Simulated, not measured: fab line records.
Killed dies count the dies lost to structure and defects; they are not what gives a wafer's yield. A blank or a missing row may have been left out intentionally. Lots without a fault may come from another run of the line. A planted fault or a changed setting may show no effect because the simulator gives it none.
A lot that was struck, set against a sound lot | flow sky130 | 15 out of 708 route steps
Sound: these wafers, L502.1, L502.2, L502.5. Wafers L510.1, L510.2, L510.3 were the ones struck. At the end, the cause is stated.
Each step with rows lists, per side, the tool, then ch with its chambers, then its first start. Under that, the readings that differ: sound wafers | struck wafers | difference of the means | sigmas: that difference in standard deviations of wafers without a fault.
alike: readings whose means differ by less than 2 such deviations, and words and numbers that are the same on both sides. not compared: withheld readings, readings that some wafer has no value for, bounds like >300 that may hide the same value, and numbers for which the record gives no deviation and whose values overlap.
A row with sigmas, a row that says differs or no value, or rows on one side alone: a step with any of these is where the two part. When numbers do not overlap yet have no deviation, they are printed without sigmas and do not part them. Lack of a reading on every wafer of one side parts them only where that side has two or more wafers.

first, 2 steps without rows for these wafers: SKY_DNWELL_DEVELOP_06 (develop time 60 s); SKY_DNWELL_IMPLANT_07.
SKY_DNWELL_STRIP_08: strips in O2/N2.
  sound on plasmaAsher-04 ch 0,1, day 4 14:41; struck on plasmaAsher-02 ch 0,1, day 6 12:43
  alike: drypumpMotorCurrentA, oesProductAu, stripTimeToEndpointS
  not compared: rfHoursCounterH
SKY_DNWELL_TW_MEAS_09:
  sound on filmMetro-01 at day 4 14:47; struck on filmMetro-04 at day 6 12:49
  alike: DNWELL_TW
then, 7 steps without rows for these wafers: SKY_PWDE_DEHYDRATE_00 (time 60 s); SKY_PWDE_HMDS_01 (prime time 60 s); SKY_PWDE_COAT_02 (resist thk 3022 nm); SKY_PWDE_SOFTBAKE_03; SKY_PWDE_EXPOSE_04 (exposes mask PWDEM, target cd 840 nm); SKY_PWDE_PEB_05; SKY_PWDE_DEVELOP_06 (develop time 60 s).
SKY_PWDE_OVL_MEAS_07:
  sound on overlay-02 at day 5 08:24; struck on overlay-02 at day 7 07:33
  alike: PWDE_OVL
SKY_PWDE_IMPLANT_08:
  sound on implanter-01 ch 0, day 5 08:28; struck on implanter-03 ch 0, day 7 07:35
reading                  | sound                | struck               | difference | sigmas
beamEnergyKeV            | 149.99 149.98 150.03 | 139.52 139.47 139.50 | -10.50     | -99 or more
model.implant.rpNm (nm)  | 440.6 440.6 440.6    | 406.2 406.2 406.2    | -34.4      | 
model.implant.drpNm (nm) | 97.97 97.97 97.97    | 95.35 95.35 95.35    | -2.62      | 
SKY_PWDE_STRIP_09: strips in O2/N2.
  sound on plasmaAsher-04 ch 0,1, day 5 08:37; struck on plasmaAsher-01 ch 0,1, day 7 07:44
  alike: drypumpMotorCurrentA, oesProductAu, stripTimeToEndpointS
  not compared: rfHoursCounterH
-- the record jumps here: 42 days lie between the struck wafers' starts before and after (it left off in module PWDE and takes up again in module PAD_OPEN, whose first step shown is number 708 of the route) --
SKY_PAD_OPEN_PROBE_99:
  sound on prober-02 at day 47 10:41; struck on prober-02 at day 49 07:23
reading                               | sound                         | struck                        | difference | sigmas
killed_at_M0_to_M3                    | 45 34 39                      | 62 49 54                      | +16        | +2
model.etest.res_p_drift_20v.lineOhmUm | 1.108e+04 1.097e+04 1.176e+04 | 1.518e+04 1.387e+04 1.266e+04 | +2.633e+03 | 
model.etest.res_p_drift_20v.rsOhmSq   | 9281 9046 9762                | 1.248e+04 1.14e+04 1.05e+04   | +2.097e+03 | 
  alike: killed_at_M4_up, killedAtContacts, killedAtFrontEnd, killedAtOther, killedDies, killedOpen, killedShort

== WHERE THEY PART ==
Last at SKY_PAD_OPEN_PROBE_99 as far as this record goes, first at SKY_PWDE_IMPLANT_08.

WHY: the cause the simulator had injected
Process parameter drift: implanter-03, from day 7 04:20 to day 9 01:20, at SKY_PWDE_IMPLANT_08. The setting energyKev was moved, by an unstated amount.
